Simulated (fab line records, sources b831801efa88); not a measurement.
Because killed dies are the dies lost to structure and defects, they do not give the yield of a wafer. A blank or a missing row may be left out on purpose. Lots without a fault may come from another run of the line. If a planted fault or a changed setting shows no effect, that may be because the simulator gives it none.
Which tool is to blame? + flow sky130 + 7 lots with 21 wafers sampled at 2 steps, on a route of 708 steps

## WHAT EACH GAUGE READ, for each wafer
SKY_VT_ADJUST_LVTN_TW_MEAS_21.
| lot  | measured     | on            | VT_ADJUST_LVTN_2_TW |
|------|--------------|---------------|---------------------|
| L805 | day 7 19:39  | film metro-04 | 190.6 189.4 190.2   |
| L809 | day 9 02:02  | film metro-01 | 30.1 30.0 30.1      |
| L811 | day 9 10:14  | film metro-04 | 30.3 30.2 30.1      |
| L813 | day 10 01:24 | film metro-02 | 188.8 188.6 187.4   |
| L817 | day 11 03:00 | film metro-01 | 188.6 187.7 186.7   |
| L821 | day 12 20:30 | film metro-04 | 188.7 189.2 188.8   |
| L824 | day 13 23:56 | film metro-02 | 188.1 189.1 189.0   |

## EACH LOT AND THE TOOL THAT RAN IT (in order: tool; ch and the chambers of the sampled wafers; start)
| lot  | SKY_VT_ADJUST_LVTN_IMPLANT_19   |
|------|---------------------------------|
| L805 | implanter-02 ch 0, day 7 19:24  |
| L809 | implanter-02, day 9 01:47       |
| L811 | implanter-02, day 9 09:59       |
| L813 | implanter-01 ch 0, day 10 01:10 |
| L817 | implanter-04 ch 0, day 11 02:47 |
| L821 | implanter-02 ch 0, day 12 20:16 |
| L824 | implanter-02 ch 0, day 13 23:41 |
- SKY_VT_ADJUST_LVTN_IMPLANT_19

## THE ANSWER, worked out from the rows above alone
Rule: the lots themselves supply what counts as usual. The widest of any qualifying gaps counts: lots, ordered by their means at a reading, are off when they make up no more than a third of the lots, leave a main group of 4 or more, and stand apart from it by 3 or more times the standard deviation of that group's means. If all means in a main group match to the digits the tables above print for the reading, that group is not used. Also off: a lot with no number at a reading for which 4 or more lots have one. All remaining lots with rows at the step are treated as sound.
Off: at SKY_VT_ADJUST_LVTN_TW_MEAS_21 (VT_ADJUST_LVTN_2_TW), L809, L811. Mean 188.7 and standard deviation 0.8 in the main group.
If a tool, at a process step before that reading, ran all the lots that are off and no sound lot after the first of them, it fits. The gauges at SKY_VT_ADJUST_LVTN_TW_MEAS_21 are tried like those tools. None of those tried fits.

## WHAT THE SIMULATOR HAD PUT IN
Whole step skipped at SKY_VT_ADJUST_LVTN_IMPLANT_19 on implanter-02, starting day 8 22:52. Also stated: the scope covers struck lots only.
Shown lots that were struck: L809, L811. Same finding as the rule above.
